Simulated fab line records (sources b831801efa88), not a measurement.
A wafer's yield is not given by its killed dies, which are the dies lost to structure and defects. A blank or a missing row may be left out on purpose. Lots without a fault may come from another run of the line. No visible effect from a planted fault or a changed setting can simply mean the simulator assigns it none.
Which of the tools did it?	flow sky130	39 wafers from 13 lots sampled at 4 of the route's 708 steps

== WHAT EACH GAUGE READ, for each wafer ==
SKY_NWELL_TW_MEAS_15.
lot	measured	on	NWELL_TW
L117	day 4 19:50	filmMetro-03	1835 1832 1829
L119	day 5 04:56	filmMetro-02	1866 1868 1868
L120	day 5 20:04	filmMetro-03	1853 1846 1849
L121	day 5 19:49	filmMetro-03	1850 1851 1838
L123	day 6 06:00	filmMetro-04	1796 1791 1791
L124	day 6 13:22	filmMetro-03	1854 1848 1849
L130	day 8 19:36	filmMetro-04	1790 1789 1791
L133	day 9 02:50	filmMetro-02	1852 1849 1861
L137	day 10 04:41	filmMetro-04	1800 1801 1802
L138	day 10 02:23	filmMetro-04	1805 1802 1811
L139	day 10 12:59	filmMetro-03	1861 1854 1853

SKY_NWELL_RS_MEAS_31: the measuring method here is four-point-probe.
lot	measured	on	PWDE_RS (ohm/sq)
L117	day 5 13:48	filmMetro-04	5283 5281 5282
L119	day 5 23:06	filmMetro-04	5269 5261 5270
L120	day 6 13:45	filmMetro-02	5303 5288 5310
L121	day 6 13:11	filmMetro-02	5285 5283 5314
L123	day 7 01:16	filmMetro-02	5280 5278 5286
L124	day 7 09:40	filmMetro-04	5283 5255 5249
L130	day 9 17:10	filmMetro-02	5284 5282 5278
L133	day 10 00:38	filmMetro-03	5263 5267 5276
L137	day 11 03:26	filmMetro-03	5287 5276 5281
L138	day 11 01:44	filmMetro-03	5287 5285 5294
L139	day 11 12:23	filmMetro-02	5270 5278 5293

== WHAT TOOL EACH LOT RAN ON (gives the tool, then ch and the chambers of the sampled wafers, and finally the start) ==
lot	SKY_FIELD_ISO_STRIP_16	SKY_FIELD_ISO_ETCH_17
L117	plasmaAsher-04 ch 0,1, day 2 10:05	rieSi-02 ch 1,2,3, day 2 10:10
L119	plasmaAsher-02 ch 0,1, day 2 21:00	rieSi-02 ch 1,3, day 2 21:06
L120	plasmaAsher-03 ch 0,1, day 3 04:23	rieSi-02 ch 0,3, day 3 04:28
L121	plasmaAsher-02 ch 0,1, day 3 07:43	rieSi-01 ch 0,2,3, day 3 07:49
L123	plasmaAsher-02 ch 0,1, day 3 16:56	rieSi-02 ch 1,2,3, day 3 17:01
L124	plasmaAsher-02 ch 0,1, day 3 23:44	rieSi-02 ch 1,2,3, day 3 23:50
L130	plasmaAsher-03 ch 0,1, day 5 08:20	rieSi-02 ch 1,2,3, day 5 08:25
L133	plasmaAsher-04 ch 0, day 5 22:55	rieSi-02 ch 0,2,3, day 5 23:01
L134	plasmaAsher-04 ch 0, day 6 05:55	rieSi-01 ch 2,3, day 6 06:01
L135	plasmaAsher-04 ch 0,1, day 6 13:41	rieSi-01 ch 0,3, day 6 13:45
L137	plasmaAsher-02 ch 0, day 7 02:39	rieSi-02 ch 0,2,3, day 7 02:45
L138	plasmaAsher-04 ch 0,1, day 7 02:55	rieSi-01 ch 1,2,3, day 7 03:01
L139	plasmaAsher-02 ch 0,1, day 7 07:01	rieSi-02 ch 0,3, day 7 07:07
- SKY_FIELD_ISO_STRIP_16: strips in O2/N2.
- SKY_FIELD_ISO_ETCH_17: etches Si in HBr/Cl2/O2, target depth 342 nm, time 97.7 s.

== AS READ BY THE TOOLS THEMSELVES (means over the sampled wafers that have a number; for cases with no such wafer, the mark the record gives instead) ==
SKY_FIELD_ISO_STRIP_16.
lot	tool	chamberPressureMTorr (mTorr)	drypumpMotorCurrentA (A)	n2FlowSccm (sccm)	oesProductAu (a.u.)	stripTimeToEndpointS (s)
L117	plasmaAsher-04	1500.5	5.3	300.7	0.377	3.57
L119	plasmaAsher-02	1500.2	5.7	299.5	0.378	3.58
L120	plasmaAsher-03	1501.1	5.9	300.3	0.383	3.56
L121	plasmaAsher-02	1498.8	5.5	300.6	0.378	3.52
L123	plasmaAsher-02	1500.2	5.7	300.1	0.382	3.55
L124	plasmaAsher-02	1500.0	5.7	299.5	0.373	3.58
L130	plasmaAsher-03	1498.2	6.0	300.3	0.381	3.59
L133	plasmaAsher-04	1499.7	5.9	300.0	0.385	3.58
L134	plasmaAsher-04	-	-	-	-	-
L135	plasmaAsher-04	-	-	-	-	-
L137	plasmaAsher-02	1499.0	5.3	300.7	0.375	3.54
L138	plasmaAsher-04	1499.7	5.6	299.9	0.378	3.57
L139	plasmaAsher-02	1500.7	5.5	300.0	0.379	3.61

SKY_FIELD_ISO_ETCH_17.
lot	tool	O2_flow_sccm (sccm)	biasW (W)	drypumpMotorCurrentA (A)	oesProductAu (a.u.)	throttleValvePct (%)
L117	rieSi-02	5.988	150.0	5.3	0.999	25.653
L119	rieSi-02	6.007	150.1	5.1	1.002	25.657
L120	rieSi-02	6.006	150.0	5.3	1.007	25.646
L121	rieSi-01	5.998	149.9	5.3	1.009	25.654
L123	rieSi-02	6.019	150.0	5.3	1.003	25.648
L124	rieSi-02	6.007	150.3	5.2	1.010	25.653
L130	rieSi-02	6.010	149.4	5.3	1.007	25.654
L133	rieSi-02	6.002	149.9	5.5	1.014	25.659
L134	rieSi-01	6.014	150.0	5.7	0.997	25.667
L135	rieSi-01	5.990	150.1	5.2	1.000	25.656
L137	rieSi-02	6.024	149.8	5.5	1.012	25.651
L138	rieSi-01	6.012	150.6	5.5	1.008	25.663
L139	rieSi-02	5.973	149.8	5.3	1.003	25.657

== THE ANSWER, worked out from the rows above alone ==
Rule: usual is defined by the lots themselves. Put in order of their means at a reading, lots are off if they are a third of the lots or fewer, leave a main group of 4 or more, and stand apart from it by a gap of 3 or more times the standard deviation of the main group's means; of several such gaps the widest counts. A main group is skipped when, at the precision printed for the reading in the tables above, its means are all equal. A lot without any number at a reading at which 4 lots or more have one is off too. Any other lot the step has rows for is counted as sound. Order of review: gauges by route order, followed by the tools' own readings, for which a lot's mean as printed above is used. The first step at which some lot is off is used, and at that step the reading that is off furthest; a lot without a number counts as furthest.
Off, at SKY_FIELD_ISO_STRIP_16 on chamberPressureMTorr: L134, L135. Without a number there: L134, L135. The main group has a mean of 1499.8 mTorr with a standard deviation of 0.83.
If a tool, at that step or one of the process steps before it, ran each lot that is off and ran no sound lot following the first of them, it fits. Of those tried, none fits.

== WHAT THE SIMULATOR HAD PUT IN ==
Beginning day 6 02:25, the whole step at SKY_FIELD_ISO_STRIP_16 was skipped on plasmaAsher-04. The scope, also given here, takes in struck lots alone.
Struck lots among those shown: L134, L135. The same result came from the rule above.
